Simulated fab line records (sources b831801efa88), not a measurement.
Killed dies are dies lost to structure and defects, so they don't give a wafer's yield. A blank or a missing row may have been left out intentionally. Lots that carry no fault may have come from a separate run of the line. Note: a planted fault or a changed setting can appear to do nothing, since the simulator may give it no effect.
A struck lot beside a sound one || flow sky130 || 23 out of 708 route steps
Sound: the wafers L905.3, L905.4, L905.5. Struck: wafers L904.1, L904.3, L904.6. The cause is named last.
Each step with rows lists, per side, the tool, then ch with its chambers, then its first start. Under that, the readings that differ: sound wafers || struck wafers || difference of the means || sigmas: that difference in standard deviations of wafers without a fault.
alike: a reading whose means differ by less than 2 such deviations, as well as words and numbers matching on both sides. not compared: withheld readings; readings where some wafer has no value; bounds like >300 that might hide an equal value; numbers whose values overlap and for which the record gives no deviation.
Wherever a step has rows on one side only, a row that says differs or no value, or a row with sigmas, the two part there. Numbers that have no deviation but don't overlap get no sigmas and don't part them. Lack of a reading on every wafer of one side parts them only where that side has two or more wafers.

first, 1 step without rows for these wafers: SKY_CAP2M_DEVELOP_11 (develop time 60 s).
SKY_CAP2M_OVL_MEAS_12:
  sound on overlay-01, day 41 19:26; struck on overlay-01, day 41 22:43
  alike: CAP2M_OVL
SKY_CAP2M_METAL_ETCH_13: etches TiN in Cl2/BCl3, stops on SiO2, target depth 220 nm, time 62.9 s.
  sound on rie-metal-03 ch 0,1, day 41 19:29; struck on rie-metal-02 ch 0,1, day 41 22:45
{"reading": "throttle-valve-pct (%)", "sound": "21.901 21.915 21.919", "struck": "21.893 21.880 21.897", "difference": -0.022, "sigmas": -2}
  alike: drypump-motor-current-A, oes-product-au, rf-fwd-power-W
  not compared: rf-hours-counter-h
SKY_CAP2M_STRIP_14: strips in O2/N2.
  sound on plasma-asher-02 ch 0,1, day 41 19:35; struck on plasma-asher-02 ch 0,1, day 41 22:50
  alike: drypump-motor-current-A, oes-product-au, strip-time-to-endpoint-s
  not compared: rf-hours-counter-h
then, 8 steps without rows for these wafers: SKY_CAP2M_STRIP_15 (strips in post etch residue remover, time 1200 s); SKY_CAP2M_CLEAN_16 (cleans in IPA, time 180 s); SKY_CAP2M_CLEAN_17 (cleans in O3/DIW); SKY_METAL4_DEHYDRATE_05 (time 60 s); SKY_METAL4_HMDS_06 (prime time 60 s); SKY_METAL4_COAT_07 (resist thk 60 nm); SKY_METAL4_COAT_08 (resist thk 1140 nm); SKY_METAL4_SOFTBAKE_09 (time 90 s).
SKY_METAL4_EXPOSE_10: exposes mask MM4, target cd 300 nm.
  sound on krf-scanner-02 ch 0, day 42 07:36; struck on krf-scanner-02 ch 0, day 42 11:19
{"reading": "exposure-dose-mJ-cm2", "sound": "28.015 27.988 27.983", "struck": "29.924 29.972 30.002", "difference": "+1.971", "sigmas": "+73"}
  alike: mask
then, 2 steps without rows for these wafers: SKY_METAL4_PEB_11; SKY_METAL4_DEVELOP_12 (develop time 60 s).
SKY_METAL4_CD_MEAS_13 targets a cd of 300 nm.
  sound on cd-sem-01, day 42 19:18; struck on cd-sem-01, day 42 23:04
{"reading": "cd-nm (nm)", "sound": "301.0 302.2 301.3", "struck": "287.5 287.2 286.3", "difference": -14.5, "sigmas": -12}
SKY_METAL4_OVL_MEAS_14:
  sound on overlay-01, day 42 19:23; struck on overlay-02, day 42 23:11
  alike: METAL4_OVL
SKY_METAL4_DESCUM_15: chemistry O2, time 8 s.
  sound on rie-metal-01 ch 0,1, day 42 19:26; struck on rie-metal-04 ch 0,1, day 42 23:13
{"reading": "model.METAL4.cd-nm (nm)", "sound": "301.7 301.7 300.9", "struck": "287 286.5 286", "difference": -15, "sigmas": ""}
  alike: drypump-motor-current-A, oes-product-au, rf-fwd-power-W
  not compared: rf-hours-counter-h
SKY_METAL4_ETCH_16: etches BARC in N2/H2, stops on SiO2, time 88.2 s, target depth 60 nm.
  sound on rie-metal-01 ch 0,1, day 42 19:29; struck on rie-metal-04 ch 0,1, day 42 23:15
  alike: drypump-motor-current-A, oes-product-au, rf-fwd-power-W, throttle-valve-pct
  not compared: rf-hours-counter-h
SKY_METAL4_ETCH_17: etches SiO2 in C4F8/O2/Ar, stops on TiN, time 3.9 s, target depth 15 nm.
  sound on rie-diel-02 ch 0,2,3, day 42 19:33; struck on rie-diel-03 ch 1,2, day 42 23:21
  alike: oes-product-au, rf-fwd-power-W
  not compared: rf-hours-counter-h
SKY_METAL4_METAL_ETCH_18: etches the open film in Cl2/BCl3, stops on SiO2, target depth 845 nm, time 183.1 s.
  sound on rie-metal-02 ch 0,1, day 42 19:38; struck on rie-metal-02 ch 0,1, day 42 23:22
{"reading": "model.METAL4.cd-nm (nm)", "sound": "302.9 307.5 299.9", "struck": "286.9 291.4 288.5", "difference": -14.5, "sigmas": ""}
  alike: drypump-motor-current-A, oes-product-au, rf-fwd-power-W, throttle-valve-pct
  not compared: rf-hours-counter-h
SKY_METAL4_STRIP_19: strips in O2/N2.
  sound on plasma-asher-04 ch 0,1, day 42 19:47; struck on plasma-asher-04 ch 0,1, day 42 23:33
  alike: drypump-motor-current-A, oes-product-au, strip-time-to-endpoint-s
  not compared: rf-hours-counter-h
-- the record jumps here: 4 days lie between the struck wafers' starts before and after (it left off in module METAL4 and takes up again in module PAD_OPEN, whose first step shown is number 708 of the route) --
SKY_PAD_OPEN_PROBE_99:
  sound on prober-01, day 46 17:08; struck on prober-02, day 46 18:43
{"reading": "model.etest.met4.width-nm (nm)", "sound": "301.5 310.3 299.5", "struck": "289.2 294.6 286", "difference": -13.8, "sigmas": ""}
{"reading": "model.etest.met4.line-ohm-um", "sound": "0.1401 0.1366 0.1413", "struck": "0.1468 0.1451 0.1509", "difference": "+0.0083", "sigmas": ""}
  alike: defect-limited-yield, killed_at_M0_to_M3, killed_at_M4_up, killed-at-contacts, killed-at-front-end, killed-at-other, killed-dies, killed-open, killed-short, sort_bin_3_pad_short, sort_bin_5_function, sort_bin_6_memory, sort-n-pass, sort-yield-pct

WHERE THEY PART
Earliest at SKY_CAP2M_METAL_ETCH_13; latest, in this record, at SKY_METAL4_CD_MEAS_13. Later steps at which nothing parts them and some readings are alike: SKY_METAL4_OVL_MEAS_14, SKY_METAL4_DESCUM_15, SKY_METAL4_ETCH_16, SKY_METAL4_ETCH_17, SKY_METAL4_METAL_ETCH_18, SKY_METAL4_STRIP_19, SKY_PAD_OPEN_PROBE_99.

WHY: the cause the simulator had injected
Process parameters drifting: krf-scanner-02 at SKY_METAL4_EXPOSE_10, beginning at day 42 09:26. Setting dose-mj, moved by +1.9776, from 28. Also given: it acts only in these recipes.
